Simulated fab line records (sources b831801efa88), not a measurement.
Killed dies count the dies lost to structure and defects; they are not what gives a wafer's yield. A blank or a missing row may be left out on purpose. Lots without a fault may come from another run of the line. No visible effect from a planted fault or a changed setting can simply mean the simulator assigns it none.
Matching of chambers ; flow gf180mcu ; 3 sister chambers for GF_SAB_CVD_00 on pecvd-02
The step deposits SiO2 from TEOS, target thk 50 nm, time 4.9302 s. 16 wafers are shown with their chamber, then 8 later ones without.

## WAFERS PAIRED WITH THEIR CHAMBERS
wafer;chamber;heater power w (W)
L765.3;2;631
L765.5;1;556
L765.6;2;621
L766.3;0;610
L766.5;2;603
L766.6;0;607
L767.2;0;624
L767.4;2;654
L767.6;1;568
L770.1;2;696
L770.2;1;578
L770.4;2;673
L782.1;1;547
L782.3;2;708
L782.5;2;698
L783.1;2;701

SIGNATURES (averages over the wafers above)
reading;chamber 0;chamber 1;chamber 2;scatter within a chamber
heater power w;613.67;562.25;665.00;31.7
Rule: for each reading, subtract the chamber's mean from the wafer's reading, divide by that reading's scatter and square the result; add these up over the readings and take the root, which gives the wafer's distance from the chamber. The wafer belongs to the nearest chamber; if the next one is less than 2 further off, it can't be placed. How the scatter is found: for the shown wafers, subtract from each reading the mean of its chamber, square and add these, divide the total by (wafers less chambers), then take the root.

## WAFERS MISSING THEIR CHAMBER
wafer;heater power w (W)
L783.4;693
L783.6;610
L784.2;582
L784.3;637
L784.6;594
L787.2;656
L787.3;602
L787.4;608

## WHICH CHAMBER EACH WENT THROUGH
wafer;from the rows above;in truth
L783.4;can't be placed: 2 or 0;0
L783.6;can't be placed: 0 or 1 or 2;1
L784.2;can't be placed: 1 or 0 or 2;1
L784.3;can't be placed: 0 or 2 or 1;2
L784.6;can't be placed: 0 or 1 or 2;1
L787.2;can't be placed: 2 or 0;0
L787.3;can't be placed: 0 or 1 or 2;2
L787.4;can't be placed: 0 or 1 or 2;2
0 of 8 placed correctly. Can't be placed from these rows: 8 (the true chamber is among the candidates in 8). 0 placed wrongly.
